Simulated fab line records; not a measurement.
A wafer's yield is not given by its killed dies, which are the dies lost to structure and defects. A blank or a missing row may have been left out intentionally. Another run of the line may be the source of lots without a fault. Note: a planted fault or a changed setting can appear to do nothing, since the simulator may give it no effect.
Matching of chambers + flow sky130 + 4 sister chambers for SKY_VIA1_ETCH_14 on rie-diel-01
The step etches BARC in N2/H2, stops on SiO2, time 45.9 s, target depth 60 nm. 18 wafers are shown with their chamber, then 9 later ones without.

== WAFERS PAIRED WITH THEIR CHAMBERS ==
| wafer  | chamber | drypump-motor-current-A (A) | rf-fwd-power-W (W) | h2-flow-sccm (sccm) |
|--------|---------|-----------------------------|--------------------|---------------------|
| L075.1 | 2       | 5.1                         | 494.3              | 200.9               |
| L075.4 | 3       | 5.8                         | 492.7              | 199.2               |
| L075.5 | 2       | 5.1                         | 495.7              | 200.0               |
| L077.1 | 3       | 5.9                         | 492.1              | 200.3               |
| L077.4 | 3       | 5.9                         | 493.8              | 200.9               |
| L077.5 | 2       | 5.2                         | 494.3              | 200.3               |
| L078.1 | 2       | 5.1                         | 494.9              | 199.9               |
| L078.4 | 2       | 5.2                         | 495.6              | 199.1               |
| L078.6 | 3       | 5.8                         | 493.1              | 200.7               |
| L083.1 | 0       | 5.8                         | 495.0              | 201.3               |
| L083.2 | 1       | 5.5                         | 492.0              | 200.2               |
| L083.6 | 0       | 5.8                         | 493.8              | 201.1               |
| L084.1 | 0       | 5.8                         | 495.0              | 200.2               |
| L084.3 | 2       | 5.2                         | 492.3              | 200.6               |
| L084.6 | 1       | 5.5                         | 493.4              | 200.5               |
| L086.1 | 2       | 5.2                         | 495.5              | 199.7               |
| L086.3 | 1       | 5.5                         | 494.6              | 199.4               |
| L086.6 | 1       | 5.5                         | 495.9              | 200.3               |

SIGNATURES, as means of the wafers listed above
| reading                 | chamber 0 | chamber 1 | chamber 2 | chamber 3 | scatter within a chamber |
|-------------------------|-----------|-----------|-----------|-----------|--------------------------|
| drypump-motor-current-A | 5.800     | 5.500     | 5.157     | 5.850     | 0.044                    |
| rf-fwd-power-W          | 494.600   | 493.975   | 494.657   | 492.925   | 1.18                     |
| h2-flow-sccm            | 200.867   | 200.100   | 200.071   | 200.275   | 0.612                    |
Rule: a wafer lies at a distance from a chamber equal to the root of the sum of squares, over the readings, of (its reading less the chamber's mean, divided by the reading's scatter). The wafer belongs to the nearest chamber; if the next one is less than 2 further off, it can't be placed. The scatter: take each reading less its chamber's mean, square it, sum over the shown wafers, divide by the number of wafers less the number of chambers, and take the root.

== WAFERS WITHOUT THEIR CHAMBER ==
| wafer  | drypump-motor-current-A (A) | rf-fwd-power-W (W) | h2-flow-sccm (sccm) |
|--------|-----------------------------|--------------------|---------------------|
| L089.2 | 5.5                         | 492.8              | 200.1               |
| L089.4 | 5.5                         | 491.5              | 199.7               |
| L089.6 | 5.8                         | 492.8              | 199.4               |
| L092.1 | 5.8                         | 494.6              | 199.4               |
| L092.3 | 5.9                         | 490.5              | 200.8               |
| L092.6 | 5.1                         | 492.1              | 200.0               |
| L094.3 | 5.1                         | 493.5              | 199.7               |
| L094.4 | 5.9                         | 493.1              | 200.4               |
| L094.6 | 5.9                         | 495.4              | 201.0               |

== WHICH CHAMBER EACH WENT THROUGH ==
| wafer  | from the rows above     | in truth |
|--------|-------------------------|----------|
| L089.2 | 1                       | 1        |
| L089.4 | 1                       | 1        |
| L089.6 | can't be placed: 3 or 0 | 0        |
| L092.1 | can't be placed: 3 or 0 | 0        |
| L092.3 | can't be placed: 3 or 0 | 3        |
| L092.6 | 2                       | 2        |
| L094.3 | 2                       | 2        |
| L094.4 | can't be placed: 3 or 0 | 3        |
| L094.6 | can't be placed: 0 or 3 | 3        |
Correct placement for 4 of the 9. These rows do not allow placing 5 (true chamber among the candidates in 5). 0 placed wrongly.
